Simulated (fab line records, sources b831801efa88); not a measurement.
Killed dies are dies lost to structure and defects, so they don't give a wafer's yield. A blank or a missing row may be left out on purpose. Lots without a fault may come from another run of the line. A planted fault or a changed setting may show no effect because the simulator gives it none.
fab line records | flow gf180mcu
record lots=5 wafers=15 last_day=33
route steps=602 shown V4@481 MIM@503
lots that met no fault: from a run of the same line without faults
start_h: hours from the record's first day to the start of the lot's first wafer shown | wait_h: hours since the lot's step before | " the same as in the row above | L1.1+2: a row that stands for several wafers | - no value, or no start given | * or withheld: withheld | < > ~ a bound
route shown NAME@n: a module of which the file shows steps, and the number in the route of the first | usual: mean/standard deviation of fault-free wafers | same: alike in all rows | chamber/n: place in a boat | sites: the reading at each site | _std_site: their standard deviation | _edge_site: outer sites' mean less inner sites' | radius_mm: how far each site lies from the wafer's centre | mask NAME#n: copy n | behind: the tool/chamber that last shaped the wafer | hold: why the lot was held/for how many hours/how that ended | device: the transistor (n, p or np) that didn't switch | end of line: the same wafers' tests at the end of the route | a step without rows: its recipe alone | killed: dies lost to structure and defects at the first sort, not the wafer's yield | map: a wafer's dies, x killed, . not, _ none there
set.NAME: the setting as run; set.NAME@STEP: as run at that earlier step | model.NAME: the simulator's own value behind a step, which no gauge read
lots at some steps of the route; a table a step, a row a wafer
services: from which hour (start_h, from the record's first day; less than 0 if before it) a tool's chamber was out of use, for how many hours, and why
## steps
# step GF_V4_BOW_MEAS_05
# recipe mode=bow
# usual V4_BOW=135/9.1
# columns lot.wafer tool chamber start_h wait_h V4_BOW[um]
L076.1 film_metro-01 - 553.86 0.1 148
L076.2 " - " " 142
L076.5 " - " " 144
L084.2 film_metro-04 - 627.26 0.3 130
L084.4 " - " " 132
L084.5 " - " " 141
L085.1 film_metro-02 - 636.77 0.2 143
L085.3 " - " " 131
L085.5 " - " " 140
L089.2 film_metro-04 - 658.91 0.3 137
L089.4 " - " " 155
L089.6 " - " " 143
L094.2 film_metro-01 - 692.65 0.2 135
L094.4 " - " " 122
L094.6 " - " " 132
# step GF_V4_DEHYDRATE_06
# recipe temp_c=200 time_s=60
# columns lot.wafer tool chamber start_h wait_h
L076.1+2+5 litho_track-03 0 564.34 10.5
L084.2+4+5 litho_track-02 0 636.60 9.3
L085.1+3+5 litho_track-04 0 645.89 9.1
L089.2+4+6 litho_track-02 0 667.65 8.7
L094.2+4+6 litho_track-03 0 701.42 8.7
# step GF_V4_HMDS_07
# recipe prime_time_s=60 prime_temp_c=120
# columns lot.wafer tool chamber start_h wait_h
L076.1+2+5 litho_track-03 0 564.49 0.1
L084.2+4+5 litho_track-02 0 636.75 0.1
L085.1+3+5 litho_track-04 0 646.04 0.1
L089.2+4+6 litho_track-02 0 667.80 0.1
L094.2+4+6 litho_track-03 0 701.57 0.1
# step GF_V4_COAT_08
# recipe resist=BARC temp_c=withheld time_s=withheld spin_rpm=withheld resist_thk_nm=withheld
# columns lot.wafer tool chamber start_h wait_h
L076.1+2+5 litho_track-03 0 564.64 0.1
L084.2+4+5 litho_track-02 0 636.90 0.1
L085.1+3+5 litho_track-04 0 646.19 0.1
L089.2+4+6 litho_track-02 0 667.95 0.1
L094.2+4+6 litho_track-03 0 701.72 0.1
# step GF_V4_COAT_09
# recipe resist=KrF spin_rpm=withheld resist_thk_nm=1000
# columns lot.wafer tool chamber start_h wait_h
L076.1+2+5 litho_track-03 0 - -
L084.2+4+5 litho_track-02 0 - -
L085.1+3+5 litho_track-04 0 - -
L089.2+4+6 litho_track-02 0 - -
L094.2+4+6 litho_track-03 0 - -
# step GF_V4_SOFTBAKE_10
# recipe temp_c=130 time_s=60 resist=KrF
# columns lot.wafer tool chamber start_h wait_h
L076.1+2+5 litho_track-03 0 - -
L084.2+4+5 litho_track-02 0 - -
L085.1+3+5 litho_track-04 0 - -
L089.2+4+6 litho_track-02 0 - -
L094.2+4+6 litho_track-03 0 - -
# step GF_V4_EXPOSE_11
# recipe mask_id=Via4 target_cd_nm=260 na=0.68 source_shape=conventional sigma_outer=0.6 dose_mj=38
# usual reticle_temp_C=23.00/0.11
# same na=0.68
# columns lot.wafer tool chamber start_h wait_h mask reticle_temp_C
L076.1 krf_scanner-01 0 - - Via4#0 22.92
L076.2 " 0 " " Via4#0 23.07
L076.5 " 0 " " Via4#0 23.09
L084.2 krf_scanner-01 0 - - Via4#0 22.99
L084.4 " 0 " " Via4#0 23.08
L084.5 " 0 " " Via4#0 23.02
L085.1 krf_scanner-01 0 - - Via4#0 23.21
L085.3 " 0 " " Via4#0 23.19
L085.5 " 0 " " Via4#0 22.95
L089.2 krf_scanner-02 0 - - Via4#0 23.11
L089.4 " 0 " " Via4#0 23.05
L089.6 " 0 " " Via4#0 22.96
L094.2 krf_scanner-01 0 - - Via4#0 23.21
L094.4 " 0 " " Via4#0 23.14
L094.6 " 0 " " Via4#0 23.10
# step GF_V4_PEB_12
# recipe peb_temp_c=135 peb_time_s=90 resist=KrF
# columns lot.wafer tool chamber start_h wait_h
L076.1+2+5 litho_track-03 0 - -
L084.2+4+5 litho_track-03 0 - -
L085.1+3+5 litho_track-03 0 - -
L089.2+4+6 litho_track-03 0 - -
L094.2+4+6 litho_track-02 0 - -
# step GF_V4_DEVELOP_13
# recipe develop_time_s=60 resist=KrF dev_temp_c=21
# usual developer_temp_C=21.00/0.1
# columns lot.wafer tool chamber start_h wait_h developer_temp_C
L076.1 litho_track-03 0 575.24 0.2 20.95
L076.2 " 0 " " 21.10
L076.5 " 0 " " 20.91
L084.2 litho_track-03 0 647.07 0.2 21.01
L084.4 " 0 " " 20.95
L084.5 " 0 " " 20.80
L085.1 litho_track-03 0 656.64 0.2 21.14
L085.3 " 0 " " 21.20
L085.5 " 0 " " 21.26
L089.2 litho_track-03 0 678.17 0.2 21.13
L089.4 " 0 " " 21.05
L089.6 " 0 " " 21.01
L094.2 litho_track-02 0 710.70 0.2 21.04
L094.4 " 0 " " 21.00
L094.6 " 0 " " 20.98
# step GF_V4_CD_MEAS_14
# recipe target_cd_nm=260
# usual cd_nm=259.8/1.1
# columns lot.wafer tool chamber start_h wait_h cd_nm
L076.1 cd_sem-01 - 575.39 0.1 260.1
L076.2 " - " " 260.2
L076.5 " - " " 260.6
L084.2 cd_sem-02 - 647.21 0.1 259.5
L084.4 " - " " 259.6
L084.5 " - " " 258.2
L085.1 cd_sem-02 - 656.79 0.1 259.5
L085.3 " - " " 259.9
L085.5 " - " " 259.7
L089.2 cd_sem-02 - 678.31 0.1 259.5
L089.4 " - " " 260.2
L089.6 " - " " 261.5
L094.2 cd_sem-02 - 710.85 0.1 259.2
L094.4 " - " " 260.2
L094.6 " - " " 260.1
# step GF_V4_OVL_MEAS_15
# usual V4_OVL=-2/5.2
# columns lot.wafer tool chamber start_h wait_h V4_OVL[nm]
L076.1 overlay-02 - 575.51 0.1 -11
L076.2 " - " " -9
L076.5 " - " " -11
L084.2 overlay-02 - 647.32 0.1 3
L084.4 " - " " 2
L084.5 " - " " -4
L085.1 overlay-01 - 656.91 0.1 8
L085.3 " - " " -4
L085.5 " - " " -11
L089.2 overlay-02 - 678.42 0.1 -9
L089.4 " - " " -4
L089.6 " - " " -9
L094.2 overlay-02 - 710.95 0.1 -1
L094.4 " - " " 0
L094.6 " - " " 1
# step GF_V4_ETCH_16
# recipe chemistry=N2/H2 target_depth_a=withheld overetch_a=withheld time_s=withheld target=BARC ion_energy_ev=200 source_w=500 bias_w=100 pressure_mtorr=30 n2_flow_sccm=100 h2_flow_sccm=200
# usual drypump_motor_current_A=5.8/0.48 h2_flow_sccm=199.9/0.65 n2_flow_sccm=100.01/0.28 oes_product_au=0.854/0.0043 throttle_valve_pct=13.226/0.0085
# columns lot.wafer tool chamber start_h wait_h drypump_motor_current_A h2_flow_sccm n2_flow_sccm oes_product_au throttle_valve_pct
L076.1 rie_diel-04 1 575.55 0.0 5.2 200.2 100.24 0.851 13.223
L076.2 " 2 " " 6.0 200.8 99.76 0.856 13.221
L076.5 " 0 " " 5.5 200.1 100.35 0.853 13.209
L084.2 rie_diel-02 1 647.35 0.0 6.6 200.7 99.87 0.861 13.231
L084.4 " 0 " " 6.4 199.7 100.20 0.858 13.233
L084.5 " 1 " " 6.7 200.4 100.13 0.862 13.235
L085.1 rie_diel-02 0 656.95 0.0 6.4 200.4 100.26 0.851 13.239
L085.3 " 1 " " 6.6 200.1 100.37 0.853 13.213
L085.5 " 2 " " 5.2 198.8 100.18 0.853 13.233
L089.2 rie_diel-03 1 678.45 0.0 5.5 200.3 99.81 0.850 13.238
L089.4 " 0 " " 5.8 199.3 99.70 0.854 13.229
L089.6 " 1 " " 5.5 198.6 100.31 0.852 13.221
L094.2 rie_diel-04 3 710.98 0.0 5.8 200.9 100.22 0.853 13.229
L094.4 " 2 " " 6.0 199.7 99.90 0.854 13.226
L094.6 " 0 " " 5.5 199.7 99.89 0.863 13.227
# step GF_V4_ETCH_17
# recipe chemistry=C4F8/O2/Ar mask_material=KrF target=SiO2 stop_on=TiN source_w=1500 bias_w=1200 pressure_mtorr=40 c4f8_flow_sccm=withheld O2_flow_sccm=6 Ar_flow_sccm=300 time_s=withheld target_depth_a=6300
# usual oes_product_au=0.855/0.0045
# columns lot.wafer tool chamber start_h wait_h oes_product_au
L076.1 rie_diel-04 1 - - 0.859
L076.2 " 2 " " 0.849
L076.5 " 0 " " 0.861
L084.2 rie_diel-02 1 - - 0.858
L084.4 " 0 " " 0.849
L084.5 " 1 " " 0.863
L085.1 rie_diel-02 0 - - 0.857
L085.3 " 1 " " 0.853
L085.5 " 2 " " 0.858
L089.2 rie_diel-03 1 - - 0.859
L089.4 " 0 " " 0.857
L089.6 " 1 " " 0.850
L094.2 rie_diel-04 3 - - 0.855
L094.4 " 2 " " 0.858
L094.6 " 0 " " 0.845
# step GF_V4_STRIP_18
# recipe chemistry=O2/N2 power_w=1400 pressure_mtorr=1500 platen_temp_c=250 o2_flow_sccm=3000 n2_flow_sccm=300 overash_fraction=0.5
# usual drypump_motor_current_A=5.9/0.44 heater_power_w=348/33 n2_flow_sccm=299.9/1 oes_product_au=0.592/0.0055
# same overash_fraction=0.5
# columns lot.wafer tool chamber start_h wait_h drypump_motor_current_A heater_power_w n2_flow_sccm oes_product_au rf_hours_counter_h
L076.1 plasma_asher-02 1 575.68 - 6.0 315 301.3 0.589 49
L076.2 " 0 " " 5.2 320 298.7 0.590 49
L076.5 " 0 " " 5.2 325 300.9 0.592 -
L084.2 plasma_asher-02 1 647.48 - 5.9 311 298.5 0.586 57
L084.4 " 0 " " 5.2 326 300.0 0.594 -
L084.5 " 1 " " 6.0 308 299.4 0.595 -
L085.1 plasma_asher-03 1 657.08 - 5.5 327 300.7 0.594 107
L085.3 " 0 " " 6.0 352 298.8 0.586 -
L085.5 " 1 " " 5.5 323 300.0 0.597 -
L089.2 plasma_asher-01 0 678.58 - 5.8 402 300.0 0.598 22
L089.4 " 1 " " 6.6 356 299.0 0.591 -
L089.6 " 0 " " 5.8 412 299.0 0.593 -
L094.2 plasma_asher-02 1 711.11 - 5.9 309 300.0 0.598 64
L094.4 " 1 " " 6.0 300 299.6 0.599 -
L094.6 " 0 " " 5.2 329 299.4 0.590 -
# step GF_V4_STRIP_19
# recipe chemistry=post_etch_residue_remover time_s=1200 temp_c=72.5
# usual temp_c=72.51/0.11
# columns lot.wafer tool chamber start_h wait_h temp_c
L076.1 wet_bench-03 1 575.78 0.1 72.45
L076.2 " 1 " " 72.46
L076.5 " 1 " " 72.32
L084.2 wet_bench-03 3 647.58 0.1 72.51
L084.4 " 3 " " 72.43
L084.5 " 3 " " 72.37
L085.1 wet_bench-04 0 657.18 0.1 72.69
L085.3 " 0 " " 72.72
L085.5 " 0 " " 72.60
L089.2 wet_bench-03 0 678.68 0.1 72.52
L089.4 " 0 " " 72.49
L089.6 " 0 " " 72.64
L094.2 wet_bench-03 0 711.21 0.1 72.56
L094.4 " 0 " " 72.62
L094.6 " 0 " " 72.65
# step GF_V4_CLEAN_20
# recipe chemistry=DIW dry=n2_spin
# columns lot.wafer tool chamber start_h wait_h
L076.1+2+5 wet_bench-01 3 576.52 0.0
L084.2+4+5 wet_bench-04 3 647.92 0.0
L085.1+3+5 wet_bench-03 0 657.52 0.0
L089.2+4+6 wet_bench-01 0 679.02 0.0
L094.2+4+6 wet_bench-04 0 711.58 0.0
# step GF_V4_SPUTTER_21
# recipe material=Ti target_thk_nm=15 chamber_pressure_pa=5 power_w=2500 substrate_temp_c=200 time_s=80.02
# usual throttle_valve_pct=30.2/1.1
# columns lot.wafer tool chamber start_h wait_h throttle_valve_pct
L076.1 pvd_sputter-04 - 576.61 0.0 30.5
L076.2 " - " " 31.1
L076.5 " - " " 31.4
L084.2 pvd_sputter-04 - 648.01 0.0 32.0
L084.4 " - " " 30.4
L084.5 " - " " 31.0
L085.1 pvd_sputter-04 - 657.62 0.0 30.3
L085.3 " - " " 31.1
L085.5 " - " " 30.4
L089.2 pvd_sputter-01 - 679.11 0.0 29.4
L089.4 " - " " 29.1
L089.6 " - " " 31.2
L094.2 pvd_sputter-03 - 711.67 0.0 30.3
L094.4 " - " " 29.6
L094.6 " - " " 32.0
# step GF_V4_SPUTTER_22
# recipe material=TiN target_thk_nm=10 chamber_pressure_pa=5 power_w=4000 time_s=40
# usual throttle_valve_pct=30.2/1.2
# columns lot.wafer tool chamber start_h wait_h throttle_valve_pct
L076.1 pvd_sputter-04 - 576.68 0.0 30.4
L076.2 " - " " 31.3
L076.5 " - " " 30.9
L084.2 pvd_sputter-04 - 648.07 0.0 31.8
L084.4 " - " " 30.6
L084.5 " - " " 31.3
L085.1 pvd_sputter-04 - 657.68 0.0 30.3
L085.3 " - " " 31.3
L085.5 " - " " 30.2
L089.2 pvd_sputter-01 - 679.17 0.0 29.7
L089.4 " - " " 28.8
L089.6 " - " " 31.2
L094.2 pvd_sputter-03 - 711.74 0.0 30.2
L094.4 " - " " 29.4
L094.6 " - " " 31.8
# step GF_V4_CVD_23
# recipe material=W target_thk_nm=350 time_s=104.9 temp_c=400 pressure_torr=40
# usual heater_power_w=869/98
# columns lot.wafer tool chamber start_h wait_h heater_power_w
L076.1 cvd_w-01 1 576.71 0.0 1003
L076.2 " 0 " " 754
L076.5 " 0 " " 766
L084.2 cvd_w-01 0 648.11 0.0 754
L084.4 " 1 " " 1026
L084.5 " 0 " " 773
L085.1 cvd_w-01 1 657.72 0.0 1011
L085.3 " 0 " " 770
L085.5 " 0 " " 767
L089.2 cvd_w-01 1 679.21 0.0 1004
L089.4 " 0 " " 762
L089.6 " 0 " " 757
L094.2 cvd_w-01 0 711.77 0.0 771
L094.4 " 0 " " 774
L094.6 " 0 " " 787
# step GF_V4_RS_MEAS_24
# recipe thk_meas_gauge=four-point-probe reads=W_of_V4_CVD_23+TiN_of_V4_SPUTTER_22+Ti_of_V4_SPUTTER_21
# usual V4_W_RS=0.330/0.0036
# columns lot.wafer tool chamber start_h wait_h V4_W_RS[ohm/sq]
L076.1 film_metro-02 - 576.83 0.1 0.331
L076.2 " - " " 0.332
L076.5 " - " " 0.328
L084.2 film_metro-04 - 648.24 0.1 0.332
L084.4 " - " " 0.335
L084.5 " - " " 0.333
L085.1 film_metro-04 - 657.83 0.1 0.326
L085.3 " - " " 0.329
L085.5 " - " " 0.329
L089.2 film_metro-04 - 679.34 0.1 0.335
L089.4 " - " " 0.325
L089.6 " - " " 0.332
L094.2 film_metro-02 - 711.91 0.1 0.336
L094.4 " - " " 0.331
L094.6 " - " " 0.335
# step GF_V4_THK_MEAS_25
# recipe thk_meas_gauge=xrf reads=W_of_V4_CVD_23
# usual V4_W_THK=332/4.6
# columns lot.wafer tool chamber start_h wait_h V4_W_THK[nm]
L076.1 film_metro-02 - 576.95 0.1 329
L076.2 " - " " 326
L076.5 " - " " 330
L084.2 film_metro-04 - 648.35 0.1 331
L084.4 " - " " 327
L084.5 " - " " 329
L085.1 film_metro-04 - 657.95 0.1 336
L085.3 " - " " 334
L085.5 " - " " 332
L089.2 film_metro-04 - 679.45 0.1 324
L089.4 " - " " 333
L089.6 " - " " 325
L094.2 film_metro-02 - 712.02 0.1 325
L094.4 " - " " 332
L094.6 " - " " 327
# step GF_V4_CMP_26
# recipe stop_on=SiO2 down_force_psi=3.5 platen_rpm=60 t_overpolish_s=15 target_thk_nm=0 pad_velocity_m_s=0.94248
# usual edge_zone_pressure_frac=1.000/0.005 motor_current_A=11.4/0.78 overpolish_run_s=14.999/0.0099 time_to_endpoint_s=83/3.2
# columns lot.wafer tool chamber start_h wait_h edge_zone_pressure_frac motor_current_A overpolish_run_s time_to_endpoint_s
L076.1 cmp-01 1 577.01 0.1 1.005 11.8 15.003 86
L076.2 " 0 " " 0.994 10.6 15.001 85
L076.5 " 2 " " 1.002 12.5 15.014 86
L084.2 cmp-02 3 648.45 0.1 0.995 11.2 14.997 83
L084.4 " 1 " " 1.002 12.5 14.990 81
L084.5 " 2 " " 1.008 11.2 14.996 83
L085.1 cmp-01 3 658.01 0.1 1.005 10.8 15.014 79
L085.3 " 2 " " 1.009 11.8 15.003 79
L085.5 " 3 " " 0.997 11.1 15.002 77
L089.4 cmp-01 3 679.55 0.1 0.991 10.3 15.003 80
L089.2 " 0 " " 1.005 10.2 14.998 78
L089.6 " 3 " " 0.994 10.9 14.998 82
L094.4 cmp-02 1 712.17 0.1 1.005 12.3 14.994 89
L094.2 " 2 " " 1.000 11.5 15.011 85
L094.6 " 3 " " 0.997 11.2 15.009 87
# step GF_MIM_SPUTTER_00
# recipe material=Ti target_thk_nm=37.5 arriving_ion_energy_ev=80 substrate_temp_c=200 chamber_pressure_pa=2 power_w=4000 time_s=150
# usual throttle_valve_pct=29.9/1.1
# columns lot.wafer tool chamber start_h wait_h throttle_valve_pct
L076.1 pvd_sputter-02 - 577.31 0.2 28.4
L076.2 " - " " 31.0
L076.5 " - " " 30.9
L084.2 pvd_sputter-01 - 648.70 0.2 30.8
L084.4 " - " " 29.5
L084.5 " - " " 29.1
L085.1 pvd_sputter-01 - 658.31 0.2 31.3
L085.3 " - " " 29.5
L085.5 " - " " 29.2
L089.2 pvd_sputter-02 - 679.80 0.1 28.6
L089.4 " - " " 30.7
L089.6 " - " " 30.7
L094.2 pvd_sputter-01 - 712.37 0.1 29.2
L094.4 " - " " 31.2
L094.6 " - " " 29.1
# step GF_MIM_SPUTTER_01
# recipe material=TiN target_thk_nm=30 power_w=6500 time_s=25 chamber_pressure_pa=0.4
# usual throttle_valve_pct=29.9/1
# columns lot.wafer tool chamber start_h wait_h throttle_valve_pct
L076.1 pvd_sputter-02 - 577.41 0.1 28.5
L076.2 " - " " 30.7
L076.5 " - " " 30.7
L084.2 pvd_sputter-01 - 648.80 0.1 31.0
L084.4 " - " " 29.6
L084.5 " - " " 29.2
L085.1 pvd_sputter-01 - 658.41 0.1 30.9
L085.3 " - " " 29.7
L085.5 " - " " 29.0
L089.2 pvd_sputter-02 - 679.90 0.1 28.8
L089.4 " - " " 30.2
L089.6 " - " " 30.6
L094.2 pvd_sputter-01 - 712.47 0.1 29.0
L094.4 " - " " 31.0
L094.6 " - " " 29.4
# step GF_MIM_SPUTTER_02
# recipe material=AlCu target_thk_nm=450 power_w=10600 time_s=23.9 chamber_pressure_pa=0.4
# usual throttle_valve_pct=29.9/1
# columns lot.wafer tool chamber start_h wait_h throttle_valve_pct
L076.1 pvd_sputter-02 - 577.44 0.0 28.7
L076.2 " - " " 30.4
L076.5 " - " " 31.0
L084.2 pvd_sputter-01 - 648.83 0.0 31.0
L084.4 " - " " 29.8
L084.5 " - " " 28.9
L085.1 pvd_sputter-01 - 658.44 0.0 31.3
L085.3 " - " " 29.5
L085.5 " - " " 29.0
L089.2 pvd_sputter-02 - 679.93 0.0 28.8
L089.4 " - " " 30.5
L089.6 " - " " 31.0
L094.2 pvd_sputter-01 - 712.50 0.0 28.9
L094.4 " - " " 31.1
L094.6 " - " " 29.3
# step GF_MIM_SPUTTER_03
# recipe material=Ti target_thk_nm=10 substrate_temp_c=300 chamber_pressure_pa=0.3 power_w=3000 time_s=6.7
# usual throttle_valve_pct=29.9/1.1
# columns lot.wafer tool chamber start_h wait_h throttle_valve_pct
L076.1 pvd_sputter-02 - 577.47 0.0 28.4
L076.2 " - " " 30.8
L076.5 " - " " 30.7
L084.2 pvd_sputter-01 - 648.86 0.0 31.1
L084.4 " - " " 29.6
L084.5 " - " " 29.2
L085.1 pvd_sputter-01 - 658.47 0.0 31.2
L085.3 " - " " 29.6
L085.5 " - " " 29.3
L089.2 pvd_sputter-02 - 679.96 0.0 28.7
L089.4 " - " " 30.4
L089.6 " - " " 30.8
L094.2 pvd_sputter-01 - 712.53 0.0 29.2
L094.4 " - " " 31.2
L094.6 " - " " 29.4
# step GF_MIM_SPUTTER_04
# recipe material=TiN target_thk_nm=50 power_w=6500 time_s=41.7 chamber_pressure_pa=0.4
# usual throttle_valve_pct=29.9/1
# columns lot.wafer tool chamber start_h wait_h throttle_valve_pct
L076.1 pvd_sputter-02 - 577.49 0.0 28.5
L076.2 " - " " 30.8
L076.5 " - " " 30.8
L084.2 pvd_sputter-01 - 648.88 0.0 31.1
L084.4 " - " " 29.8
L084.5 " - " " 29.2
L085.1 pvd_sputter-01 - 658.49 0.0 30.9
L085.3 " - " " 29.4
L085.5 " - " " 29.1
L089.2 pvd_sputter-02 - 679.98 0.0 28.7
L089.4 " - " " 30.4
L089.6 " - " " 30.5
L094.2 pvd_sputter-01 - 712.55 0.0 28.9
L094.4 " - " " 30.8
L094.6 " - " " 29.2
# step GF_MIM_CVD_05
# recipe material=Si3N4 target_thk_nm=42 temp_max_c=400 temp_c=385 time_s=29.086 rf_w=450
# usual heater_power_w=612/85 temp_max_c=399.99/0.23
# columns lot.wafer tool chamber start_h wait_h heater_power_w temp_max_c
L076.1 pecvd-01 2 577.53 0.0 582 400.08
L076.2 " 0 " " 641 399.82
L076.5 " 1 " " 707 399.99
L084.2 pecvd-01 1 648.92 0.0 596 399.41
L084.4 " 0 " " 604 399.68
L084.5 " 2 " " 600 399.86
L085.1 pecvd-02 1 658.53 0.0 540 399.98
L085.3 " 0 " " 712 400.07
L085.5 " 2 " " 440 399.91
L089.2 pecvd-01 0 680.02 0.0 637 399.77
L089.4 " 2 " " 472 399.91
L089.6 " 0 " " 650 399.94
L094.2 pecvd-02 1 712.59 0.0 495 399.58
L094.4 " 2 " " 469 400.16
L094.6 " 0 " " 646 400.06
# step GF_MIM_THK_MEAS_06
# recipe reads=Si3N4_of_MIM_CVD_05
# usual MIM_CVD_05_THK=41.9/0.54
# columns lot.wafer tool chamber start_h wait_h MIM_CVD_05_THK[nm]
L076.1 film_metro-03 - 577.56 0.0 41.8
L076.2 " - " " 41.7
L076.5 " - " " 42.0
L084.2 film_metro-01 - 648.97 0.0 41.5
L084.4 " - " " 42.2
L084.5 " - " " 42.2
L085.1 film_metro-03 - 658.56 0.0 41.2
L085.3 " - " " 41.4
L085.5 " - " " 41.3
L089.2 film_metro-03 - 680.08 0.0 41.5
L089.4 " - " " 41.8
L089.6 " - " " 41.5
L094.2 film_metro-01 - 712.63 0.0 41.9
L094.4 " - " " 42.4
L094.6 " - " " 42.5
# step GF_MIM_SPUTTER_07
# recipe material=TiN target_thk_nm=60 power_w=6500 time_s=50 chamber_pressure_pa=0.4
# usual throttle_valve_pct=30.0/1.2
# columns lot.wafer tool chamber start_h wait_h throttle_valve_pct
L076.1 pvd_sputter-04 - 577.62 0.1 28.4
L076.2 " - " " 31.9
L076.5 " - " " 31.1
L084.2 pvd_sputter-04 - 649.02 0.0 31.2
L084.4 " - " " 30.3
L084.5 " - " " 32.1
L085.1 pvd_sputter-04 - 658.62 0.1 30.2
L085.3 " - " " 31.2
L085.5 " - " " 32.2
L089.2 pvd_sputter-04 - 680.13 0.0 31.8
L089.4 " - " " 31.1
L089.6 " - " " 31.2
L094.2 pvd_sputter-02 - 712.68 0.0 28.5
L094.4 " - " " 30.7
L094.6 " - " " 30.7
# step GF_MIM_SPUTTER_08
# recipe material=AlCu target_thk_nm=200 power_w=10600 time_s=10.6 chamber_pressure_pa=0.4
# usual throttle_valve_pct=30.0/1.1
# columns lot.wafer tool chamber start_h wait_h throttle_valve_pct
L076.1 pvd_sputter-04 - 577.66 0.0 28.4
L076.2 " - " " 32.0
L076.5 " - " " 31.2
L084.2 pvd_sputter-04 - 649.06 0.0 31.3
L084.4 " - " " 30.4
L084.5 " - " " 31.7
L085.1 pvd_sputter-04 - 658.67 0.0 30.1
L085.3 " - " " 31.1
L085.5 " - " " 31.9
L089.2 pvd_sputter-04 - 680.18 0.0 31.5
L089.4 " - " " 31.4
L089.6 " - " " 31.3
L094.2 pvd_sputter-02 - 712.73 0.0 28.4
L094.4 " - " " 30.8
L094.6 " - " " 30.9
# step GF_MIM_SPUTTER_09
# recipe material=TiN target_thk_nm=35 power_w=6500 time_s=29.2 chamber_pressure_pa=0.4
# usual throttle_valve_pct=30.0/1.2
# columns lot.wafer tool chamber start_h wait_h throttle_valve_pct
L076.1 pvd_sputter-04 - 577.69 0.0 28.5
L076.2 " - " " 32.1
L076.5 " - " " 31.1
L084.2 pvd_sputter-04 - 649.08 0.0 31.1
L084.4 " - " " 30.4
L084.5 " - " " 32.0
L085.1 pvd_sputter-04 - 658.69 0.0 30.2
L085.3 " - " " 31.2
L085.5 " - " " 32.2
L089.2 pvd_sputter-04 - 680.20 0.0 31.9
L089.4 " - " " 30.9
L089.6 " - " " 31.2
L094.2 pvd_sputter-02 - 712.75 0.0 28.4
L094.4 " - " " 30.5
L094.6 " - " " 31.0
# step GF_MIM_RS_MEAS_10
# recipe thk_meas_gauge=four-point-probe reads=TiN_of_MIM_SPUTTER_09+AlCu_of_MIM_SPUTTER_08+TiN_of_MIM_SPUTTER_07
# usual MIM_ALCU_RS=0.1610/0.0016
# columns lot.wafer tool chamber start_h wait_h MIM_ALCU_RS[ohm/sq]
L076.1 film_metro-03 - 577.72 0.0 0.1615
L076.2 " - " " 0.1594
L076.5 " - " " 0.1599
L084.2 film_metro-02 - 649.14 0.0 0.1606
L084.4 " - " " 0.1582
L084.5 " - " " 0.1599
L085.1 film_metro-03 - 658.72 0.0 0.1570
L085.3 " - " " 0.1610
L085.5 " - " " 0.1603
L089.2 film_metro-02 - 680.25 0.0 0.1604
L089.4 " - " " 0.1615
L089.6 " - " " 0.1614
L094.2 film_metro-03 - 712.80 0.0 0.1605
L094.4 " - " " 0.1604
L094.6 " - " " 0.1614
# step GF_MIM_THK_MEAS_11
# recipe thk_meas_gauge=xrf reads=AlCu_of_MIM_SPUTTER_08
# usual MIM_ALCU_THK=200.2/2.3
# columns lot.wafer tool chamber start_h wait_h MIM_ALCU_THK[nm]
L076.1 film_metro-03 - 577.84 0.1 201.9
L076.2 " - " " 204.5
L076.5 " - " " 202.5
L084.2 film_metro-02 - 649.25 0.1 200.6
L084.4 " - " " 203.5
L084.5 " - " " 202.1
L085.1 film_metro-03 - 658.84 0.1 206.0
L085.3 " - " " 201.7
L085.5 " - " " 202.6
L089.2 film_metro-02 - 680.36 0.1 200.0
L089.4 " - " " 199.1
L089.6 " - " " 199.1
L094.2 film_metro-03 - 712.91 0.1 201.6
L094.4 " - " " 202.2
L094.6 " - " " 200.9
# step GF_MIM_DEHYDRATE_12
# recipe temp_c=200 time_s=60
# columns lot.wafer tool chamber start_h wait_h
L076.1+2+5 litho_track-04 0 588.34 10.5
L084.2+4+5 litho_track-04 0 658.07 8.8
L085.1+3+5 litho_track-04 0 667.19 8.3
L089.2+4+6 litho_track-01 0 688.85 8.5
L094.2+4+6 litho_track-04 0 721.42 8.5
# step GF_MIM_HMDS_13
# recipe prime_time_s=60 prime_temp_c=120
# columns lot.wafer tool chamber start_h wait_h
L076.1+2+5 litho_track-04 0 588.49 0.1
L084.2+4+5 litho_track-04 0 658.22 0.1
L085.1+3+5 litho_track-04 0 667.34 0.1
L089.2+4+6 litho_track-01 0 689.00 0.1
L094.2+4+6 litho_track-04 0 721.57 0.1
# step GF_MIM_COAT_14
# recipe resist=NOVOLAK spin_rpm=3000 resist_thk_nm=1000
# columns lot.wafer tool chamber start_h wait_h
L076.1+2+5 litho_track-04 0 588.64 0.1
L084.2+4+5 litho_track-04 0 658.37 0.1
L085.1+3+5 litho_track-04 0 667.49 0.1
L089.2+4+6 litho_track-01 0 689.15 0.1
L094.2+4+6 litho_track-04 0 721.72 0.1
# step GF_MIM_SOFTBAKE_15
# recipe temp_c=90 time_s=60 resist=NOVOLAK
# columns lot.wafer tool chamber start_h wait_h
L076.1+2+5 litho_track-04 0 588.79 0.1
L084.2+4+5 litho_track-04 0 658.52 0.1
L085.1+3+5 litho_track-04 0 667.64 0.1
L089.2+4+6 litho_track-01 0 689.30 0.1
L094.2+4+6 litho_track-04 0 721.87 0.1
## services
# columns tool chamber start_h hours kind
cmp-02 - 542.34 1.9 repair
pecvd-01 - 558.24 2.8 pm
rie_diel-04 0 562.83 1.3 repair
pvd_sputter-02 - 565.14 2.4 repair
cvd_w-01 1 566.29 2.7 repair
krf_scanner-01 - 567.13 14.2 repair
rie_diel-02 - 569.52 0.5 repair
cmp-01 - 572.44 4.0 pm
pecvd-01 - 574.50 1.7 repair
rie_diel-02 2 574.51 32.2 repair
krf_scanner-01 - 591.02 1.0 pm
cvd_w-01 - 593.40 5.0 repair
krf_scanner-01 - 621.16 0.8 pm
rie_diel-02 2 624.74 7.6 repair
krf_scanner-01 - 626.28 0.8 pm
plasma_asher-02 - 637.63 1.5 repair
pvd_sputter-01 - 651.45 4.4 repair
rie_diel-04 0 657.92 14.0 repair
rie_diel-04 - 659.32 5.8 repair
pecvd-01 1 665.87 23.0 repair
plasma_asher-02 - 668.72 3.6 repair
krf_scanner-01 - 696.73 1.3 pm
pvd_sputter-04 - 712.88 0.8 repair
wet_bench-03 - 717.21 2.4 repair
## key
fault none
